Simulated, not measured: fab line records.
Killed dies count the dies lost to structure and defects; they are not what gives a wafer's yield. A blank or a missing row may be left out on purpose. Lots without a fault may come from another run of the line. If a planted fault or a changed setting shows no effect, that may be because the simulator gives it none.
Which tool did it? / flow gf180mcu / 12 lots with 34 wafers sampled at 6 steps, on a route of 602 steps

WHAT THE GAUGES READ, wafer by wafer
GF_STI_THK_MEAS_02. Usual: for STI_OXIDATION_THK the level is 9.84 nm and the standard deviation is 0.21.
lot=L374; measured=day 1 11:31; on=filmMetro-03; STI_OXIDATION_THK (nm)=10.04 10.12 10.19; flag=
lot=L375; measured=day 1 16:38; on=filmMetro-03; STI_OXIDATION_THK (nm)=9.89 9.80 10.07; flag=
lot=L376; measured=day 1 22:14; on=filmMetro-03; STI_OXIDATION_THK (nm)=9.85 9.97 10.06; flag=
lot=L377; measured=day 2 03:38; on=filmMetro-03; STI_OXIDATION_THK (nm)=9.90 9.85 9.86; flag=
lot=L378; measured=day 2 08:40; on=filmMetro-03; STI_OXIDATION_THK (nm)=9.52 9.65 9.76; flag=
lot=L379; measured=day 2 12:31; on=filmMetro-02; STI_OXIDATION_THK (nm)=9.99 9.94 9.96; flag=
lot=L384; measured=day 3 13:55; on=filmMetro-01; STI_OXIDATION_THK (nm)=9.66 9.56; flag=
lot=L388; measured=day 4 10:44; on=filmMetro-03; STI_OXIDATION_THK (nm)=9.82 9.83; flag=
lot=L389; measured=day 4 15:39; on=filmMetro-03; STI_OXIDATION_THK (nm)=9.73 9.72 9.80; flag=
lot=L391; measured=day 5 00:31; on=filmMetro-01; STI_OXIDATION_THK (nm)=9.84 9.68 9.70; flag=
lot=L392; measured=day 5 06:19; on=filmMetro-01; STI_OXIDATION_THK (nm)=9.52 9.50 9.44; flag=
lot=L393; measured=day 5 10:31; on=filmMetro-03; STI_OXIDATION_THK (nm)=10.40 10.21 10.23; flag=

GF_STI_THK_MEAS_24. Usual: for STI_CVD_23_THK the level is 653 nm and the standard deviation is 7.1.
lot=L374; measured=day 2 04:50; on=filmMetro-01; STI_CVD_23_THK (nm)=649 642 652; flag=
lot=L375; measured=day 2 09:56; on=filmMetro-02; STI_CVD_23_THK (nm)=654 656 654; flag=
lot=L376; measured=day 2 14:06; on=filmMetro-02; STI_CVD_23_THK (nm)=650 648 658; flag=
lot=L377; measured=day 2 20:27; on=filmMetro-01; STI_CVD_23_THK (nm)=656 655 659; flag=
lot=L378; measured=day 3 01:24; on=filmMetro-01; STI_CVD_23_THK (nm)=647 656 651; flag=
lot=L379; measured=day 3 06:34; on=filmMetro-02; STI_CVD_23_THK (nm)=652 654 650; flag=
lot=L384; measured=day 4 07:10; on=filmMetro-02; STI_CVD_23_THK (nm)=303 660; flag=OFF
lot=L388; measured=day 5 04:09; on=filmMetro-01; STI_CVD_23_THK (nm)=293 662; flag=OFF
lot=L389; measured=day 5 09:29; on=filmMetro-02; STI_CVD_23_THK (nm)=297 658 644; flag=OFF
lot=L391; measured=day 5 19:14; on=filmMetro-01; STI_CVD_23_THK (nm)=654 652 655; flag=
lot=L392; measured=day 6 00:47; on=filmMetro-01; STI_CVD_23_THK (nm)=650 649 653; flag=
lot=L393; measured=day 6 05:53; on=filmMetro-01; STI_CVD_23_THK (nm)=657 662 657; flag=

GF_NWELL_TW_MEAS_11. Usual: for NWELL_TW the level is 1566 and the standard deviation is 9.8.
lot=L374; measured=day 3 08:55; on=filmMetro-04; NWELL_TW=1582 1580 1583; flag=
lot=L375; measured=day 3 14:11; on=filmMetro-04; NWELL_TW=1567 1574 1581; flag=
lot=L376; measured=day 3 19:39; on=filmMetro-02; NWELL_TW=1543 1547 1542; flag=
lot=L377; measured=day 4 00:30; on=filmMetro-03; NWELL_TW=1575 1570 1573; flag=
lot=L378; measured=day 4 07:38; on=filmMetro-03; NWELL_TW=1560 1562 1575; flag=
lot=L379; measured=day 4 12:32; on=filmMetro-03; NWELL_TW=1562 1563 1560; flag=
lot=L384; measured=day 5 13:46; on=filmMetro-04; NWELL_TW=1583; flag=
lot=L388; measured=day 6 12:26; on=filmMetro-03; NWELL_TW=1568; flag=
lot=L389; measured=day 6 18:11; on=filmMetro-04; NWELL_TW=1581 1581; flag=
lot=L391; measured=day 7 03:59; on=filmMetro-03; NWELL_TW=1565 1560 1560; flag=
lot=L392; measured=day 7 09:56; on=filmMetro-02; NWELL_TW=1571 1573 1578; flag=
lot=L393; measured=day 7 15:24; on=filmMetro-03; NWELL_TW=1563 1560 1561; flag=

GF_MVPSD_TW_MEAS_11. Usual: for MVPSD_TW the level is 551 and the standard deviation is 3.9.
lot=L374; measured=day 5 01:56; on=filmMetro-04; MVPSD_TW=553 557 555; flag=
lot=L375; measured=day 5 07:56; on=filmMetro-03; MVPSD_TW=545 547 548; flag=
lot=L376; measured=day 5 13:35; on=filmMetro-03; MVPSD_TW=544 545 547; flag=
lot=L377; measured=day 5 18:20; on=filmMetro-04; MVPSD_TW=559 556 556; flag=
lot=L378; measured=day 6 02:17; on=filmMetro-02; MVPSD_TW=549 550 547; flag=
lot=L379; measured=day 6 08:02; on=filmMetro-02; MVPSD_TW=547 548 546; flag=
lot=L384; measured=day 7 10:59; on=filmMetro-03; MVPSD_TW=553; flag=
lot=L388; measured=day 8 12:53; on=filmMetro-02; MVPSD_TW=554; flag=
lot=L389; measured=day 8 18:35; on=filmMetro-03; MVPSD_TW=549 551; flag=
lot=L391; measured=day 9 06:14; on=filmMetro-02; MVPSD_TW=549 550 544; flag=
lot=L392; measured=day 9 12:32; on=filmMetro-03; MVPSD_TW=545 546 546; flag=
lot=L393; measured=day 9 18:44; on=filmMetro-04; MVPSD_TW=554 548 553; flag=

WHICH TOOL RAN EACH LOT (tool, then ch and the chambers of the sampled wafers, then the start)
lot=L374; GF_STI_CVD_23=hdpcvd-02 ch 0,1, day 2 04:44; GF_STI_CMP_25=cmp-02 ch 0,1, day 2 04:58
lot=L375; GF_STI_CVD_23=hdpcvd-02 ch 1,2, day 2 09:52; GF_STI_CMP_25=cmp-01 ch 1,2, day 2 10:02
lot=L376; GF_STI_CVD_23=hdpcvd-01 ch 0,1,2, day 2 14:01; GF_STI_CMP_25=cmp-02 ch 1,2,3, day 2 14:23
lot=L377; GF_STI_CVD_23=hdpcvd-02 ch 0,2, day 2 20:23; GF_STI_CMP_25=cmp-01 ch 1,3, day 2 20:34
lot=L378; GF_STI_CVD_23=hdpcvd-01 ch 1,2, day 3 01:19; GF_STI_CMP_25=cmp-01 ch 0,1, day 3 01:28
lot=L379; GF_STI_CVD_23=hdpcvd-02 ch 0,1,2, day 3 06:29; GF_STI_CMP_25=cmp-01 ch 0,1,2, day 3 06:46
lot=L384; GF_STI_CVD_23=hdpcvd-02 ch 0, day 4 07:04; GF_STI_CMP_25=cmp-01 ch 0,3, day 4 07:22
lot=L388; GF_STI_CVD_23=hdpcvd-02 ch 0,2, day 5 04:04; GF_STI_CMP_25=cmp-01 ch 1,2, day 5 04:14
lot=L389; GF_STI_CVD_23=hdpcvd-02 ch 1,2, day 5 09:24; GF_STI_CMP_25=cmp-01 ch 0,2,3, day 5 09:38
lot=L391; GF_STI_CVD_23=hdpcvd-01 ch 0,2, day 5 19:10; GF_STI_CMP_25=cmp-01 ch 1,2,3, day 5 19:18
lot=L392; GF_STI_CVD_23=hdpcvd-01 ch 0,1, day 6 00:43; GF_STI_CMP_25=cmp-02 ch 0,2,3, day 6 00:51
lot=L393; GF_STI_CVD_23=hdpcvd-01 ch 1,2, day 6 05:48; GF_STI_CMP_25=cmp-01 ch 0,1, day 6 05:56
- GF_STI_CVD_23: deposits SiO2, target thk 650 nm, time 108.3 s.
- GF_STI_CMP_25: polishes, stops on Si3N4, t overpolish 33 s, target thk 524.6 nm.

AS READ BY THE TOOLS THEMSELVES (means over the sampled wafers that have a number; for cases with no such wafer, the mark the record gives instead)
GF_STI_CMP_25. Usual: motorCurrentA 12.1 A, standard deviation 1.4; retainingRingPressureFrac 1.001, standard deviation 0.0049; timeToEndpointS 121 s, standard deviation 6.1.
lot=L374; tool=cmp-02; motorCurrentA (A)=12.4; retainingRingPressureFrac=1.001; timeToEndpointS (s)=124; flag=
lot=L375; tool=cmp-01; motorCurrentA (A)=12.8; retainingRingPressureFrac=1.002; timeToEndpointS (s)=130; flag=
lot=L376; tool=cmp-02; motorCurrentA (A)=12.1; retainingRingPressureFrac=1.006; timeToEndpointS (s)=122; flag=
lot=L377; tool=cmp-01; motorCurrentA (A)=13.3; retainingRingPressureFrac=1.001; timeToEndpointS (s)=130; flag=
lot=L378; tool=cmp-01; motorCurrentA (A)=12.8; retainingRingPressureFrac=0.997; timeToEndpointS (s)=131; flag=
lot=L379; tool=cmp-01; motorCurrentA (A)=11.3; retainingRingPressureFrac=1.004; timeToEndpointS (s)=131; flag=
lot=L384; tool=cmp-01; motorCurrentA (A)=12.3; retainingRingPressureFrac=1.000; timeToEndpointS (s)=88; flag=OFF
lot=L388; tool=cmp-01; motorCurrentA (A)=11.9; retainingRingPressureFrac=1.003; timeToEndpointS (s)=83; flag=OFF
lot=L389; tool=cmp-01; motorCurrentA (A)=11.1; retainingRingPressureFrac=1.003; timeToEndpointS (s)=99; flag=OFF
lot=L391; tool=cmp-01; motorCurrentA (A)=12.5; retainingRingPressureFrac=1.003; timeToEndpointS (s)=120; flag=
lot=L392; tool=cmp-02; motorCurrentA (A)=12.4; retainingRingPressureFrac=0.998; timeToEndpointS (s)=117; flag=
lot=L393; tool=cmp-01; motorCurrentA (A)=13.0; retainingRingPressureFrac=0.999; timeToEndpointS (s)=124; flag=

THE ANSWER, worked out from the rows above alone
Rule: a lot counts as off when the mean over its wafers that have a number is more than 3 standard deviations away from the usual mean. Also off: a lot with no number at a reading for which 4 or more lots have one. Where the step has rows for the other lots, those lots are counted as sound. Order of review: gauges by route order, followed by the tools' own readings, for which a lot's mean as printed above is used. At the first step where some lot is off, the reading lying furthest off is the one used; lots without a number count as furthest.
Off: L384, L388, L389, seen at GF_STI_THK_MEAS_24 (STI_CVD_23_THK).
A tool fits if, at a process step before that reading, it ran every lot that is off, and no sound lot after the first of them. Not tried: the gauges at GF_STI_THK_MEAS_24; whatever is off there is also off at GF_STI_CMP_25, on other tools, and gauge error can't account for it. One fits: GF_STI_CVD_23 on hdpcvd-02. Its last sound lot is L379 (day 3 06:29), its first lot that is off L384 (day 4 07:04): a fault that began between those two fits.

WHAT HAD BEEN PUT IN BY THE SIMULATOR
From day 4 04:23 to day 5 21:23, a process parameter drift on hdpcvd-02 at GF_STI_CVD_23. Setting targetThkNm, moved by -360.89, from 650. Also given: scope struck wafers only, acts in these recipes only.
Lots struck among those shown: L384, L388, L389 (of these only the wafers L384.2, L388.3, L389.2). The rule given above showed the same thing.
